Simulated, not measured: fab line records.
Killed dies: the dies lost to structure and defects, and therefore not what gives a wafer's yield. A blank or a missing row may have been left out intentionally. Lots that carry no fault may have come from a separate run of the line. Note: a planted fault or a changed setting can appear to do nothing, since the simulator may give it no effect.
A struck lot beside a sound one || flow gf180mcu || 17 out of 602 route steps
Sound: the wafers L984.1, L984.2, L984.5. Wafers L995.1, L995.4, L995.6 were the ones struck. At the end, the cause is stated.
At each step with rows: each side's tool, then ch and its chambers, then its first start. Under that, the readings that differ: sound wafers || struck wafers || difference of the means || sigmas: that difference in standard deviations of wafers without a fault.
alike: readings with means less than 2 such deviations apart, plus words and numbers identical on both sides. not compared: withheld readings, readings lacking a value on some wafer, bounds such as >300 that could conceal the same value, and numbers that have no deviation in the record and whose values overlap.
A row with sigmas, a row that says differs or no value, or rows on one side alone: a step with any of these is where the two part. Non-overlapping numbers with no deviation appear without sigmas and do not part them. Lack of a reading on every wafer of one side parts them only where that side has two or more wafers.

first, 1 step without rows for these wafers: GF_HV_LDD_CLEAN_51 (cleans in SC1/SC2, time 150 s).
GF_HV_LDD_RTA_52: time 10 s.
  sound on rtpAnneal-02 ch 0, day 13 07:57; struck on rtpAnneal-01 ch 0, day 17 04:28
{"reading": "lampPowerPct (%)", "sound": "30.2 30.1 30.1", "struck": "36.0 36.1 36.0", "difference": "+5.9", "sigmas": "+2"}
{"reading": "wafer_temp_C_max", "sound": "1002.4 1004.0 1003.4", "struck": "1007.6 1012.9 1008.6", "difference": "+6.4", "sigmas": "+3"}
  alike: chamberO2Ppm
GF_HV_LDD_RS_MEAS_53: the measuring method here is four-point-probe.
  struck on filmMetro-04, day 17 04:32; sound on filmMetro-03, day 13 08:01
  alike: HV_LDD_RS
then, 1 step without rows for these wafers: GF_HV_LDD_CVD_54 (deposits SiO2 from TEOS, target thk 10 nm, time 75 s).
GF_HV_LDD_THK_MEAS_55:
  struck on filmMetro-03, day 17 06:11; sound on filmMetro-03, day 13 09:10
  alike: HV_LDD_CVD_54_THK
then, 1 step without rows for these wafers: GF_HV_LDD_CVD_56 (deposits Si3N4 from DCS/NH3, target thk 90 nm, time 1543 s).
GF_HV_LDD_THK_MEAS_57:
  struck on filmMetro-04, day 17 09:28; sound on filmMetro-04, day 13 10:39
  alike: HV_LDD_CVD_56_THK
GF_HV_LDD_ETCHBACK_58: etches Si3N4 in CH3F/O2, stops on SiO2, time 100 s, target depth 90 nm.
  sound on rieDiel-04 ch 0,3, day 13 10:43; struck on rieDiel-01 ch 0,2, day 17 09:32
{"reading": "drypumpMotorCurrentA (A)", "sound": "6.3 5.6 6.3", "struck": "4.8 5.6 4.8", "difference": -1.0, "sigmas": -2}
  alike: oesProductAu, throttleValvePct
  not compared: rfHoursCounterH
then, 4 steps without rows for these wafers: GF_NSD_DEHYDRATE_00 (time 60 s); GF_NSD_HMDS_01 (prime time 60 s); GF_NSD_COAT_02 (resist thk 1000 nm); GF_NSD_SOFTBAKE_03 (time 60 s).
GF_NSD_EXPOSE_04: exposes mask Nplus, target cd 400 nm.
  sound on ilineStepper-01 ch 0, day 13 20:43; struck on ilineStepper-01 ch 0, day 17 20:28
{"reading": "exposureDoseMJCm2", "sound": "139.77 139.77 140.02", "struck": "119.03 118.85 119.09", "difference": -20.86, "sigmas": "-99 or more"}
  alike: mask
then, 2 steps without rows for these wafers: GF_NSD_PEB_05; GF_NSD_DEVELOP_06 (develop time 60 s).
GF_NSD_CD_MEAS_07: target cd 400 nm.
  struck on cdSem-02, day 18 08:11; sound on cdSem-02, day 14 06:52
{"reading": "cdNm (nm)", "sound": "397.5 395.9 398.7", "struck": "351.3 353.1 354.2", "difference": -44.5, "sigmas": -19}
  not compared: hold
GF_NSD_OVL_MEAS_08:
  struck on overlay-01, day 18 12:13; sound on overlay-02, day 14 06:59
{"reading": "hold", "sound": "- - -", "struck": "awaitDispo/3.9h/release awaitDispo/3.9h/release awaitDispo/3.9h/release", "difference": "no value on the sound wafers", "sigmas": ""}
  alike: NSD_OVL

== WHERE THEY PART ==
Last at GF_NSD_OVL_MEAS_08 as far as this record goes, first at GF_HV_LDD_RTA_52.

WHY: the cause the simulator had injected
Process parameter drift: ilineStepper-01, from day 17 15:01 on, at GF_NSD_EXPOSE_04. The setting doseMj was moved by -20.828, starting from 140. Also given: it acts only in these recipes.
